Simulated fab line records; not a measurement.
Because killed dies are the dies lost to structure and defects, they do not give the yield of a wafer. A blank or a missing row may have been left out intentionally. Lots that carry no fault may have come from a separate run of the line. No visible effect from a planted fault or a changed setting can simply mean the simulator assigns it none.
Struck lot and sound lot, side by side / flow gf180mcu / 20 out of 602 route steps
Sound: these wafers, L794.2, L794.3, L794.6. The struck wafers were L799.1, L799.2, L799.5. The cause comes at the end.
Each step with rows lists, per side, the tool, then ch with its chambers, then its first start. Under that, the readings that differ: sound wafers / struck wafers / difference of the means / sigmas: that difference in standard deviations of wafers without a fault.
alike: same words and numbers on both sides, and readings whose means sit less than 2 such deviations apart. not compared: any withheld reading, any reading some wafer has no value for, any bound like >300 that may hide the same value, and any number with overlapping values for which the record gives no deviation.
A row with sigmas, a row that says differs or no value, or rows on one side alone: a step with any of these is where the two part. When numbers do not overlap yet have no deviation, they are printed without sigmas and do not part them. A reading that every wafer of one side lacks parts them only if that side has two wafers or more.

GF_HV_LDD_RS_MEAS_53: the measuring method here is four-point-probe.
  sound: filmMetro-01 at day 15 17:31; struck: filmMetro-04 at day 16 23:58
reading=HV_LDD_RS (ohm/sq); sound=416.8 416.9 417.0; struck=419.5 418.9 418.7; difference=+2.1; sigmas=+2
then, 1 step without rows for these wafers: GF_HV_LDD_CVD_54 (deposits SiO2 from TEOS, target thk 10 nm, time 75 s).
GF_HV_LDD_THK_MEAS_55:
  sound: filmMetro-02 at day 15 19:10; struck: filmMetro-02 at day 17 01:06
  alike: HV_LDD_CVD_54_THK
then, 1 step without rows for these wafers: GF_HV_LDD_CVD_56 (deposits Si3N4 from DCS/NH3, target thk 90 nm, time 1543 s).
GF_HV_LDD_THK_MEAS_57:
  sound: filmMetro-02 at day 15 20:38; struck: filmMetro-02 at day 17 02:35
  alike: HV_LDD_CVD_56_THK
GF_HV_LDD_ETCHBACK_58: etches Si3N4 in CH3F/O2, stops on SiO2, time 100 s, target depth 90 nm.
  sound on rieDiel-02 ch 0,1,3, day 15 20:41; struck on rieDiel-04 ch 2,3, day 17 02:39
  alike: chamberPressureMTorr, drypumpMotorCurrentA, oesProductAu, throttleValvePct
  not compared: rfHoursCounterH
then, 6 steps without rows for these wafers: GF_NSD_DEHYDRATE_00 (time 60 s); GF_NSD_HMDS_01 (prime time 60 s); GF_NSD_COAT_02 (resist thk 1000 nm); GF_NSD_SOFTBAKE_03 (time 60 s); GF_NSD_EXPOSE_04 (exposes mask Nplus, target cd 400 nm); GF_NSD_PEB_05.
GF_NSD_DEVELOP_06: develop time 60 s.
  sound on lithoTrack-01 ch 0, day 16 18:52; struck on lithoTrack-03 ch 0, day 18 01:29
GF_NSD_CD_MEAS_07 targets a cd of 400 nm.
  sound: cdSem-02 at day 16 19:01; struck: cdSem-02 at day 18 01:38
reading=cdNm (nm); sound=401.9 402.3 401.2; struck=- - -; difference=no value on the struck wafers; sigmas=
GF_NSD_OVL_MEAS_08:
  sound: overlay-01 at day 16 19:07; struck: overlay-01 at day 18 01:45
reading=NSD_OVL (nm); sound=-1.0 0.1 0.3; struck=- - -; difference=no value on the struck wafers; sigmas=
then, 2 steps without rows for these wafers: GF_NSD_IMPLANT_09; GF_NSD_IMPLANT_10.
GF_NSD_STRIP_11: strips in O2/N2.
  sound on plasmaAsher-02 ch 1, day 16 19:27; struck on plasmaAsher-03 ch 0,1, day 18 02:05
  alike: chamberPressureMTorr, drypumpMotorCurrentA, heaterPowerW, oesProductAu, stripTimeToEndpointS
  not compared: rfHoursCounterH
GF_NSD_TW_MEAS_12:
  sound: filmMetro-03 at day 16 19:34; struck: filmMetro-02 at day 18 02:11
reading=NSD_TW; sound=4248 4269 4250; struck=30 30 30; difference=-4226; sigmas=-99 or more
then, 1 step without rows for these wafers: GF_PSD_DEHYDRATE_00 (time 60 s).

WHERE THEY PART
First at GF_HV_LDD_RS_MEAS_53; last, within this record, at GF_NSD_TW_MEAS_12.

WHY: what had been put in by the simulator
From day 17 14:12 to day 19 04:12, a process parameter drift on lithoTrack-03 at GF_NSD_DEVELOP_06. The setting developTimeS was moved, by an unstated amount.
